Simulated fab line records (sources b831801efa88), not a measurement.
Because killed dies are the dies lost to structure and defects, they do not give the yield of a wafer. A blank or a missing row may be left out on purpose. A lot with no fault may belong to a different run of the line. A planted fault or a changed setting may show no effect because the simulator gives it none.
Chamber matching :: flow sky130 :: SKY_FIELD_ISO_ETCH_15 on rie_diel-03 has 4 sister chambers
The step etches the open film in CHF3/O2, stops on Si, target depth 180 nm, time 72 s. 4 wafers are shown with their chamber, then 7 later ones without.

EACH WAFER AND ITS CHAMBER
wafer: L157.1
chamber: 2
drypump_motor_current_A (A): 5.4

wafer: L157.4
chamber: 1
drypump_motor_current_A (A): 6.5

wafer: L160.3
chamber: 3
drypump_motor_current_A (A): 5.9

wafer: L160.4
chamber: 0
drypump_motor_current_A (A): 5.0

WAFERS MISSING THEIR CHAMBER
wafer: L160.6
drypump_motor_current_A (A): 5.0

wafer: L161.3
drypump_motor_current_A (A): 5.9

wafer: L161.4
drypump_motor_current_A (A): 5.0

wafer: L161.6
drypump_motor_current_A (A): 6.5

wafer: L167.2
drypump_motor_current_A (A): 5.4

wafer: L167.4
drypump_motor_current_A (A): 5.8

wafer: L167.6
drypump_motor_current_A (A): 5.9

CHAMBER TAKEN BY EACH
wafer: L160.6
from the rows above: 0
in truth: 0

wafer: L161.3
from the rows above: 3
in truth: 3

wafer: L161.4
from the rows above: 0
in truth: 0

wafer: L161.6
from the rows above: 1
in truth: 1

wafer: L167.2
from the rows above: 2
in truth: 2

wafer: L167.4
from the rows above: 3
in truth: 3

wafer: L167.6
from the rows above: 3
in truth: 3
Placed correctly: 7 of 7. Number that these rows cannot place: 0. 0 placed wrongly.
How it was worked out, from the rows above alone: a wafer's distance from a chamber is the root of the sum, over the readings, of the square of ((its reading less the chamber's mean) divided by the reading's scatter). If the next closest chamber is less than 2 further off than the closest, the wafer can't be placed; otherwise it belongs to the closest. A chamber's mean is the mean of its shown wafers. The scatter: root of mean squared gap, hidden wafer to nearest shown wafer, with one shown wafer a chamber.
